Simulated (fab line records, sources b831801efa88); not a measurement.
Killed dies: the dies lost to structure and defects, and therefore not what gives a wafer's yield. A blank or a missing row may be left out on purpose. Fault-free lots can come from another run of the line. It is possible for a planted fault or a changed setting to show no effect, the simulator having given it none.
One fault through the eyes of 2 desks ; flow sky130 ; what lay behind the numbers comes last; until then each desk has only its own

## TOOL OWNER'S DESK, furnace-01
The tool's own readings at SKY_NWELL_OXIDATION_01 (stabilise 600 s, purge 300 s, target thk 10 nm): means of the sampled wafers that have a number, for each lot that ran on this tool. The brackets show how far a lot's mean lies from the usual mean; more than 4 standard deviations puts the lot out of limits, marked OUT. Readings shown: 7 out of 9 (the first out of limits, and those lying furthest out on some lot).
Columns: A = spike-tc-bottom-C at SKY_NWELL_OXIDATION_01, usual 920.8 C; B = spike-tc-centre-C at SKY_NWELL_OXIDATION_01, usual 901.4 C; C = spike-tc-lower-C at SKY_NWELL_OXIDATION_01, usual 902.0 C; D = spike-tc-top-C at SKY_NWELL_OXIDATION_01, usual 912.7 C; E = spike-tc-upper-C at SKY_NWELL_OXIDATION_01, usual 900.1 C; F = tube-center-temp-C at SKY_NWELL_OXIDATION_01, usual 900.01 C; G = tube_center_temp_C_max at SKY_NWELL_OXIDATION_01, usual 902.4
lot;first seen here;A;B;C;D;E;F;G
L977;day 2 09:28;922.5;901.1;901.2;911.3;900.0;899.98;902.4
L982;day 3 11:41;856.1 (-27) OUT;834.0 (-48) OUT;835.7 (-66) OUT;845.9 (-37) OUT;832.7 (-68) OUT;832.93 (-99 or more) OUT;835.3 (-99 or more) OUT
L983;day 3 18:46;856.7 (-27) OUT;832.9 (-49) OUT;834.2 (-68) OUT;844.9 (-38) OUT;833.1 (-68) OUT;833.03 (-99 or more) OUT;835.4 (-99 or more) OUT
L998;day 7 06:22;922.9;900.6;902.4;911.3;899.1;900.08;902.3
L999;day 7 06:22;922.9;900.3;902.9;910.8;899.5;899.98;902.2
This desk's finding: out of limits on L982, L983; first on L982, day 3 11:41 (spike-tc-bottom-C at SKY_NWELL_OXIDATION_01). L977, L998, L999: within limits.

## FROM THE METROLOGY DESK
Lot by lot, what the gauges showed, no matter which tool ran the lot: averages of those sampled wafers that carry a number. The brackets show how far a lot's mean lies from the usual mean; more than 4 standard deviations puts the lot out of limits, marked OUT.
Columns: A = FIELD_ISO_CVD_24_THK at SKY_FIELD_ISO_THK_MEAS_25, usual 592 nm; B = NWELL_OXIDATION_THK at SKY_NWELL_THK_MEAS_02, usual 10.08 nm; C = NWELL_01_OVL at SKY_NWELL_OVL_MEAS_23, usual -0.1 nm
lot;first seen here;A;B;C
L977;day 2 06:40;596;10.12;0.1
L982;day 3 07:41;597;4.56 (-34) OUT;-0.5
L983;day 3 16:03;589;4.64 (-34) OUT;-0.1
L992;day 5 17:54;589;10.26;-0.2
L993;day 6 02:22;596;10.11;-3.3
L995;day 6 10:40;587;10.20;-2.0
L996;day 6 10:40;589;10.22;0.2
L997;day 6 15:52;590;10.08;1.1
L998;day 7 02:40;588;10.07;1.0
L999;day 7 03:50;593;10.09;-1.5
L100;day 7 13:23;597;10.12;-1.4
This desk's finding: out of limits on L982, L983; first on L982, day 3 13:05 (NWELL_OXIDATION_THK at SKY_NWELL_THK_MEAS_02). L977, L992, L993, L995, L996, L997, L998, L999, L100: within limits.

## ALL TOGETHER
At day 3 11:41, on L982, L983, the tool owner's desk was in a position to raise an alarm.
On L982, L983, the metrology desk was in a position to raise an alarm at day 3 13:05.
Of the lots named, all ran SKY_NWELL_OXIDATION_01 on furnace-01.

## WHAT THE SIMULATOR HAD INSERTED
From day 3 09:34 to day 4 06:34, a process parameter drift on furnace-01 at SKY_NWELL_OXIDATION_01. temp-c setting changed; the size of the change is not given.
Struck lots among those shown: L982, L983.
Time in hours from fault onset to the first out-of-limits reading at each desk: tool owner's desk 2, metrology desk 4.
